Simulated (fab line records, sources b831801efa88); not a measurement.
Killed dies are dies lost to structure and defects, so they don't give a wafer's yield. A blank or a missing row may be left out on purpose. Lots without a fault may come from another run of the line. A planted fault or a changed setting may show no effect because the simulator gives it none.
Which tool did it? | flow gf180mcu | 14 lots, 42 wafers sampled, at 5 steps of a route of 602

WHAT THE GAUGES READ, wafer by wafer
GF_HV_LDD_TW_MEAS_11.
lot  | measured     | on            | HV_LDD_TW
L856 | day 10 01:39 | film_metro-04 | 2373 2382 2390
L857 | day 10 05:53 | film_metro-02 | 2360 2357 2370
L862 | day 11 15:19 | film_metro-04 | 2315 2301 2311
L863 | day 12 04:15 | film_metro-03 | 2376 2381 2387
L865 | day 12 21:07 | film_metro-04 | 2351 2352 2368
L867 | day 13 10:53 | film_metro-02 | 2377 2377 2372
L868 | day 13 16:25 | film_metro-03 | 2424 2426 2417
L872 | day 14 23:58 | film_metro-02 | 2365 2364 2378
L873 | day 15 04:21 | film_metro-02 | 2386 2382 2380
L875 | day 15 20:53 | film_metro-03 | 2419 2418 2423
L876 | day 16 04:58 | film_metro-02 | 2376 2374 2379
L877 | day 16 08:56 | film_metro-04 | 2369 2386 2367
L878 | day 16 18:37 | film_metro-03 | 2416 2411 2428
L879 | day 17 01:56 | film_metro-04 | 2358 2360 2350

GF_HV_LDD_TW_MEAS_23.
lot  | measured     | on            | HV_LDD_2_TW
L856 | day 10 19:12 | film_metro-02 | 1028 1035 1036
L857 | day 11 00:18 | film_metro-04 | 1033 1033 1037
L862 | day 12 10:25 | film_metro-02 | 1041 1043 1044
L863 | day 13 00:15 | film_metro-03 | 1062 1061 1063
L865 | day 13 17:22 | film_metro-03 | 1056 1058 1061
L867 | day 14 07:47 | film_metro-03 | 1067 1070 1059
L868 | day 14 13:44 | film_metro-04 | 1036 1039 1032
L872 | day 15 21:40 | film_metro-02 | 1047 1048 1044
L873 | day 16 02:55 | film_metro-04 | 1036 1041 1035
L875 | day 16 19:14 | film_metro-04 | 1038 1037 1035
L876 | day 17 03:12 | film_metro-03 | 1069 1065 1060
L877 | day 17 07:37 | film_metro-02 | 1032 1031 1035
L878 | day 17 17:13 | film_metro-02 | 1031 1028 1026
L879 | day 18 02:08 | film_metro-02 | 1036 1037 1033

GF_HV_LDD_RS_MEAS_53: measures by four-point-probe.
lot  | measured     | on            | HV_LDD_RS (ohm/sq)
L856 | day 12 09:55 | film_metro-03 | 416.2 416.6 415.5
L857 | day 12 14:50 | film_metro-02 | 418.8 419.2 418.5
L862 | day 14 04:10 | film_metro-03 | 432.9 431.4 432.7
L863 | day 14 17:11 | film_metro-02 | 431.7 432.6 430.7
L865 | day 15 13:01 | film_metro-02 | 418.6 418.4 418.0
L867 | day 16 04:00 | film_metro-03 | 417.5 417.6 416.7
L868 | day 16 10:15 | film_metro-04 | 416.4 417.5 418.0
L872 | day 17 20:19 | film_metro-03 | 419.3 418.6 418.7
L873 | day 18 02:15 | film_metro-03 | 417.0 418.1 418.5
L875 | day 18 19:37 | film_metro-04 | 418.5 418.1 418.2
L876 | day 19 03:09 | film_metro-02 | 417.6 418.2 417.4
L877 | day 19 08:43 | film_metro-04 | 418.8 417.2 418.5
L878 | day 19 19:10 | film_metro-03 | 418.9 418.4 417.5
L879 | day 20 03:35 | film_metro-02 | 418.8 418.1 418.2

WHICH TOOL RAN EACH LOT (tool, then ch and the chambers of the sampled wafers, then the start)
lot  | GF_HV_LDD_IMPLANT_09            | GF_HV_LDD_STRIP_22
L856 | implanter-03 ch 0, day 10 01:25 | plasma_asher-04 ch 0,1, day 10 19:05
L857 | implanter-02 ch 0, day 10 05:39 | plasma_asher-04 ch 0,1, day 11 00:11
L862 | implanter-02 ch 0, day 11 15:07 | plasma_asher-04 ch 0,1, day 12 10:19
L863 | implanter-02 ch 0, day 12 04:01 | plasma_asher-02 ch 0,1, day 13 00:08
L865 | implanter-04 ch 0, day 12 20:52 | plasma_asher-04 ch 0,1, day 13 17:16
L867 | implanter-04 ch 0, day 13 10:38 | plasma_asher-04 ch 0,1, day 14 07:41
L868 | implanter-03 ch 0, day 13 16:10 | plasma_asher-04 ch 0,1, day 14 13:38
L872 | implanter-03 ch 0, day 14 23:44 | plasma_asher-01 ch 0,1, day 15 21:34
L873 | implanter-02 ch 0, day 15 04:04 | plasma_asher-04 ch 0,1, day 16 02:49
L875 | implanter-03 ch 0, day 15 20:38 | plasma_asher-04 ch 0,1, day 16 19:08
L876 | implanter-04 ch 0, day 16 04:44 | plasma_asher-02 ch 0,1, day 17 03:07
L877 | implanter-04 ch 0, day 16 08:41 | plasma_asher-04 ch 0,1, day 17 07:31
L878 | implanter-03 ch 0, day 16 18:25 | plasma_asher-04 ch 0,1, day 17 17:07
L879 | implanter-04 ch 0, day 17 01:43 | plasma_asher-02 ch 0,1, day 18 02:02
- GF_HV_LDD_IMPLANT_09
- GF_HV_LDD_STRIP_22: strips in O2/N2.

WHAT THE TOOLS THEMSELVES READ (means of the sampled wafers that have a number; where no wafer has one, the mark that the record gives instead)
GF_HV_LDD_STRIP_22.
lot  | tool            | drypump_motor_current_A (A) | heater_power_w (W) | oes_product_au (a.u.) | strip_time_to_endpoint_s (s)
L856 | plasma_asher-04 | 5.57                        | 315                | 0.714                 | 12.63
L857 | plasma_asher-04 | 5.79                        | 342                | 0.717                 | 12.69
L862 | plasma_asher-04 | 5.80                        | 339                | 0.715                 | 12.64
L863 | plasma_asher-02 | 5.62                        | 358                | 0.714                 | 12.68
L865 | plasma_asher-04 | 5.79                        | 344                | 0.713                 | 12.68
L867 | plasma_asher-04 | 5.79                        | 343                | 0.714                 | 12.66
L868 | plasma_asher-04 | 5.80                        | 344                | 0.717                 | 12.65
L872 | plasma_asher-01 | 5.44                        | 340                | 0.715                 | 12.66
L873 | plasma_asher-04 | 5.56                        | 323                | 0.717                 | 12.63
L875 | plasma_asher-04 | 5.79                        | 348                | 0.720                 | 12.64
L876 | plasma_asher-02 | 5.56                        | 384                | 0.717                 | 12.59
L877 | plasma_asher-04 | 5.80                        | 350                | 0.716                 | 12.65
L878 | plasma_asher-04 | 5.79                        | 342                | 0.714                 | 12.59
L879 | plasma_asher-02 | 5.58                        | 382                | 0.711                 | 12.60

THE ANSWER, worked out from the rows above alone
Rule: what is usual is taken from the lots themselves. Put in order of their means at a reading, lots are off if they are a third of the lots or fewer, leave a main group of 4 or more, and stand apart from it by a gap of 3 or more times the standard deviation of the main group's means; of several such gaps the widest counts. A main group whose means are all the same, to the digits that the tables above print for the reading, isn't used. A lot without any number at a reading at which 4 lots or more have one is off too. The other lots that the step has rows for count as sound. The gauges are gone through in route order, then the tools' own readings, and for those a lot's mean is taken as printed above. The first step at which some lot is off is used, and at that step the reading that is off furthest; a lot without a number counts as furthest.
Off: L862, L863, at GF_HV_LDD_RS_MEAS_53 (HV_LDD_RS). The main group: mean 417.9 ohm/sq, standard deviation 0.74.
A tool fits if, at a process step before that reading, it ran every lot that is off, and no sound lot after the first of them. The gauges at GF_HV_LDD_RS_MEAS_53 are tried like those tools. None of those tried fits.

WHAT THE SIMULATOR HAD PUT IN
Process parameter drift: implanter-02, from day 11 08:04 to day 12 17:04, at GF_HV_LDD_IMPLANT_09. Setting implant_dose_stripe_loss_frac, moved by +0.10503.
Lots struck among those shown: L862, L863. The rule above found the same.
